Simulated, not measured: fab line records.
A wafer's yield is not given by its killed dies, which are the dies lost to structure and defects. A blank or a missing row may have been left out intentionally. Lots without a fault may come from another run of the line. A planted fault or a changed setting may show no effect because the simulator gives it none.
Which tool did it? -- flow gf180mcu -- 14 lots with 42 wafers sampled at 6 steps, on a route of 602 steps

## WHAT EACH GAUGE READ, for each wafer
GF_STI_THK_MEAS_24. Usual: STI_CVD_23_THK 649 nm, standard deviation 9.2.
lot,measured,on,STI_CVD_23_THK (nm),flag
L274,day 2 05:02,film-metro-02,656 645 648,
L275,day 2 09:05,film-metro-02,649 648 656,
L276,day 2 13:47,film-metro-04,655 655 646,
L277,day 2 19:20,film-metro-04,650 652 635,
L278,day 3 00:24,film-metro-04,635 652 649,
L279,day 3 05:27,film-metro-04,663 638 656,
L280,day 3 10:08,film-metro-02,625 647 636,
L284,day 4 07:14,film-metro-04,661 657 639,
L285,day 4 13:39,film-metro-02,626 651 633,
L286,day 4 17:35,film-metro-03,653 641 648,
L287,day 4 23:03,film-metro-02,645 645 645,
L288,day 5 04:13,film-metro-03,653 661 649,
L293,day 6 07:07,film-metro-02,659 628 658,
L294,day 6 10:46,film-metro-03,655 655 658,

GF_LVPWELL_TW_MEAS_11. Usual: LVPWELL_TW 553, standard deviation 4.4.
lot,measured,on,LVPWELL_TW,flag
L274,day 3 22:28,film-metro-01,555 556 557,
L275,day 4 01:50,film-metro-01,550 551 552,
L276,day 4 07:15,film-metro-01,552 556 552,
L277,day 4 12:52,film-metro-04,548 547 545,
L278,day 4 18:26,film-metro-04,546 547 549,
L279,day 5 01:05,film-metro-03,558 555 555,
L280,day 5 05:31,film-metro-03,556 555 555,
L284,day 6 05:01,film-metro-03,557 560 553,
L285,day 6 12:12,film-metro-03,553 555 557,
L286,day 6 17:22,film-metro-03,556 551 556,
L287,day 6 23:55,film-metro-01,553 555 551,
L288,day 7 04:49,film-metro-03,559 559 560,
L293,day 8 09:34,film-metro-03,684 682 681,OFF
L294,day 8 13:17,film-metro-04,673 671 672,OFF

GF_VT_IMPLANT_RS_MEAS_48: a four-point-probe measurement. Usual: LVPWELL_RS 1196.1 ohm/sq, standard deviation 2.7.
lot,measured,on,LVPWELL_RS (ohm/sq),flag
L274,day 7 15:11,film-metro-03,1192.0 1194.7 1194.1,
L275,day 7 19:42,film-metro-04,1196.3 1197.0 1198.1,
L276,day 8 02:42,film-metro-04,1193.4 1196.5 1195.5,
L277,day 8 08:23,film-metro-03,1195.0 1189.2 1194.5,
L278,day 8 14:11,film-metro-04,1192.8 1192.4 1192.3,
L279,day 8 23:46,film-metro-03,1194.2 1194.2 1195.1,
L280,day 9 03:40,film-metro-01,1194.7 1195.0 1193.2,
L284,day 10 08:06,film-metro-01,1196.3 1197.2 1197.1,
L285,day 10 16:37,film-metro-04,1196.2 1194.8 1193.4,
L286,day 10 23:46,film-metro-04,1200.7 1199.7 1199.5,
L287,day 11 06:55,film-metro-01,1198.5 1198.8 1195.6,
L288,day 11 12:38,film-metro-01,1200.4 1200.3 1198.4,
L293,day 12 21:32,film-metro-01,1169.8 1169.1 1174.6,OFF
L294,day 13 02:40,film-metro-01,1171.1 1172.7 1169.7,OFF

GF_POLY_GATE_OVL_MEAS_11. Usual: POLY_GATE_OVL -4 nm, standard deviation 4.5.
lot,measured,on,POLY_GATE_OVL (nm),flag
L274,day 9 06:55,overlay-01,-2 -6 -3,
L275,day 9 12:47,overlay-01,-11 -9 -8,
L276,day 9 17:40,overlay-01,-5 -4 -7,
L277,day 9 21:25,overlay-02,-1 4 1,
L278,day 10 05:10,overlay-01,-6 -5 -5,
L279,day 10 16:16,overlay-01,-8 -9 -11,
L280,day 10 21:28,overlay-01,4 0 -1,
L284,day 12 04:01,overlay-01,-3 -2 -1,
L285,day 12 12:28,overlay-02,-7 -1 -6,
L286,day 12 20:10,overlay-02,2 -1 1,
L287,day 13 02:30,overlay-01,-6 -3 -6,
L288,day 13 08:31,overlay-01,-2 -3 1,
L293,day 14 20:28,overlay-02,-2 2 -3,
L294,day 14 23:48,overlay-01,-7 -3 -5,

GF_PSD_CD_MEAS_07: the cd target is 400 nm. Usual: cd-nm at 399.4 nm, with a standard deviation of 2.3.
lot,measured,on,cd-nm (nm),flag
L274,day 14 06:22,cd-sem-01,394.3 395.0 393.3,
L275,day 14 18:26,cd-sem-01,397.9 399.1 398.0,
L276,day 14 20:41,cd-sem-01,401.1 401.7 401.7,
L277,day 14 23:37,cd-sem-02,397.8 401.9 400.5,
L278,day 15 17:03,cd-sem-02,396.8 397.6 398.6,
L279,day 15 21:03,cd-sem-01,399.5 400.0 400.8,
L280,day 16 02:06,cd-sem-02,402.9 402.4 400.8,
L284,day 17 21:13,cd-sem-02,398.3 398.6 399.2,
L285,day 18 01:44,cd-sem-02,402.4 401.6 401.3,
L286,day 18 20:46,cd-sem-02,396.0 392.9 395.2,
L287,day 18 22:00,cd-sem-02,399.3 400.5 400.7,
L288,day 19 01:59,cd-sem-02,398.6 399.9 396.1,
L293,day 20 23:38,cd-sem-01,401.5 398.8 398.6,
L294,day 21 03:11,cd-sem-01,401.3 401.2 401.0,

## EACH LOT AND THE TOOL THAT RAN IT (in order: tool; ch and the chambers of the sampled wafers; start)
lot,GF_LVPWELL_IMPLANT_09
L274,"implanter-04 ch 0, day 3 22:13"
L275,"implanter-03 ch 0, day 4 01:37"
L276,"implanter-03 ch 0, day 4 07:01"
L277,"implanter-01 ch 0, day 4 12:38"
L278,"implanter-03 ch 0, day 4 18:11"
L279,"implanter-04 ch 0, day 5 00:50"
L280,"implanter-01 ch 0, day 5 05:17"
L284,"implanter-01 ch 0, day 6 04:47"
L285,"implanter-04 ch 0, day 6 11:58"
L286,"implanter-01 ch 0, day 6 17:10"
L287,"implanter-04 ch 0, day 6 23:40"
L288,"implanter-04 ch 0, day 7 04:34"
L293,"implanter-01 ch 0, day 8 09:19"
L294,"implanter-03 ch 0, day 8 12:53"
- GF_LVPWELL_IMPLANT_09

## AS READ BY THE TOOLS THEMSELVES (means over the sampled wafers that have a number; for cases with no such wafer, the mark the record gives instead)
The record holds no such reading with a usual standard deviation.

## THE ANSWER, worked out from the rows above alone
Rule: a lot counts as off when the mean over its wafers that have a number is more than 3 standard deviations away from the usual mean. A lot without any number at a reading at which 4 lots or more have one is off too. Any other lot the step has rows for is counted as sound. The gauges are gone through in route order, then the tools' own readings, and for those a lot's mean is taken as printed above. At the first step where some lot is off, the reading lying furthest off is the one used; lots without a number count as furthest.
Off: L293, L294, seen at GF_LVPWELL_TW_MEAS_11 (LVPWELL_TW).
If a tool, at a process step before that reading, ran all the lots that are off and no sound lot after the first of them, it fits. Not tried: the gauges at GF_LVPWELL_TW_MEAS_11; whatever is off there is also off at GF_VT_IMPLANT_RS_MEAS_48, on other tools, and gauge error can't account for it. None of those tried fits.

## WHAT HAD BEEN PUT IN BY THE SIMULATOR
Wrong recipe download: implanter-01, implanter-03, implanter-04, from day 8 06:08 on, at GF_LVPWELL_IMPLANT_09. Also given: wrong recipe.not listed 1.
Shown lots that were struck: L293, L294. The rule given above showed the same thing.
